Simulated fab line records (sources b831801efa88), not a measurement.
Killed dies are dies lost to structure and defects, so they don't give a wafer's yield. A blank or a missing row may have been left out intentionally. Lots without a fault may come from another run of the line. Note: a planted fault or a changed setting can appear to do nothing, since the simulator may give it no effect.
Comparing a struck lot with a sound one -- flow sky130 -- 14 out of 708 route steps
Sound: these wafers, L134.1, L134.5, L134.6. Wafers L144.1, L144.3, L144.5 were the ones struck. The cause is named last.
At each step with rows: each side's tool, then ch and its chambers, then its first start. Under that, the readings that differ: sound wafers -- struck wafers -- difference of the means -- sigmas: that difference in standard deviations of wafers without a fault.
alike: readings with means less than 2 such deviations apart, plus words and numbers identical on both sides. not compared: withheld readings, readings lacking a value on some wafer, bounds such as >300 that could conceal the same value, and numbers that have no deviation in the record and whose values overlap.
Wherever a step has rows on one side only, a row that says differs or no value, or a row with sigmas, the two part there. Numbers that have no deviation but don't overlap get no sigmas and don't part them. Lack of a reading on every wafer of one side parts them only where that side has two or more wafers.

first, 5 steps without rows for these wafers: SKY_SONOS_TUNNEL_COAT_02 (resist thk 1140 nm); SKY_SONOS_TUNNEL_SOFTBAKE_03 (time 60 s); SKY_SONOS_TUNNEL_EXPOSE_04 (exposes mask TUNM, target cd 410 nm); SKY_SONOS_TUNNEL_PEB_05; SKY_SONOS_TUNNEL_DEVELOP_06 (develop time 60 s).
SKY_SONOS_TUNNEL_CD_MEAS_07 targets a cd of 410 nm.
  sound on cd sem-01 at day 12 13:44; struck on cd sem-02 at day 16 13:19
  alike: cd nm
SKY_SONOS_TUNNEL_OVL_MEAS_08:
  sound on overlay-01 at day 12 13:51; struck on overlay-02 at day 16 13:26
  alike: SONOS_TUNNEL_OVL
then, 3 steps without rows for these wafers: SKY_SONOS_TUNNEL_IMPLANT_09; SKY_SONOS_TUNNEL_WET_ETCH_10 (etches SiO2 in dHF, target depth 14 nm, time 280 s); SKY_SONOS_TUNNEL_STRIP_11 (strips in SPM, time 600 s).
SKY_SONOS_TUNNEL_TW_MEAS_12:
  sound on film metro-02 at day 12 14:18; struck on film metro-02 at day 16 13:58
  alike: SONOS_TUNNEL_TW
then, 1 step without rows for these wafers: SKY_SONOS_TUNNEL_CLEAN_13 (cleans in dHF, time 20 s).
SKY_SONOS_ONO_OXIDATION_00: stabilise 600 s, purge 300 s, target thk 2.6 nm.
  sound on furnace-01 ch 0, day 12 14:28; struck on furnace-01, day 16 14:20
  no value came back on the struck wafers for ox temp c (C), ox temp c max; on the sound wafers ox temp c (C) reads 799.99 799.73 800.31
then, 1 step without rows for these wafers: SKY_SONOS_ONO_CVD_02 (deposits Si3N4 from DCS/NH3, target thk 10.5 nm, time 180 s).

WHERE THEY PART
SKY_SONOS_ONO_OXIDATION_00 only, going by this record.

WHY: whatever the simulator had introduced
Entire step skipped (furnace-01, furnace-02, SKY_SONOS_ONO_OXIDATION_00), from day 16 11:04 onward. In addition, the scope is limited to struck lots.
